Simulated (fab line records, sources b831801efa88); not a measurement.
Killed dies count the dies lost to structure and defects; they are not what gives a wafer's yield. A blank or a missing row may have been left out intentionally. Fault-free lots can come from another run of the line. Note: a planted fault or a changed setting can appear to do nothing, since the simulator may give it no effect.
2 desks looking at one fault :: flow gf180mcu :: numbers are kept per desk, each desk with only its own; the story behind them comes last

## THE METROLOGY DESK
What the gauges read, lot by lot, whatever tool the lot ran on: means of the sampled wafers that have a number. Marked OUT: a lot whose mean sits more than 4 standard deviations from the usual mean, which makes it out of limits; the brackets give that distance.
Columns: A = cdNm at GF_V2_CD_MEAS_14, usual 260.0 nm; B = V2_OVL at GF_V2_OVL_MEAS_15, usual 1 nm
lot: L790
first seen here: day 22 03:16
A: 260.2
B: 2

lot: L793
first seen here: day 23 08:57
A: 259.3
B: 2

lot: L798
first seen here: day 25 01:46
A: 258.6
B: -3

lot: L800
first seen here: day 25 13:59
A: 261.3
B: 2

lot: L802
first seen here: day 26 11:16
A: 259.1
B: 8

lot: L808
first seen here: day 28 00:28
A: 259.9
B: 3
Result from this desk: across the 6 lots, nothing is out of limits.

## TOOL OWNER'S DESK, pvdSputter-03
The tool's own readings at GF_V2_SPUTTER_22 (material TiN, target thk 10 nm, time 40 s): means of the sampled wafers that have a number, for each lot that ran on this tool. Marked OUT: a lot whose mean sits more than 4 standard deviations from the usual mean, which makes it out of limits; the brackets give that distance.
Columns: A = throttleValvePct at GF_V2_SPUTTER_22, usual 29.7 %
lot: L793
first seen here: day 23 09:48
A: 29.4

lot: L800
first seen here: day 25 14:51
A: 29.4

lot: L802
first seen here: day 26 12:14
A: 29.4
Result from this desk: across the 3 lots, nothing is out of limits.

## TAKEN TOGETHER
The metrology desk saw nothing out of limits.
The desk of the tool owner found nothing out of limits.

## WHAT THE SIMULATOR HAD INSERTED
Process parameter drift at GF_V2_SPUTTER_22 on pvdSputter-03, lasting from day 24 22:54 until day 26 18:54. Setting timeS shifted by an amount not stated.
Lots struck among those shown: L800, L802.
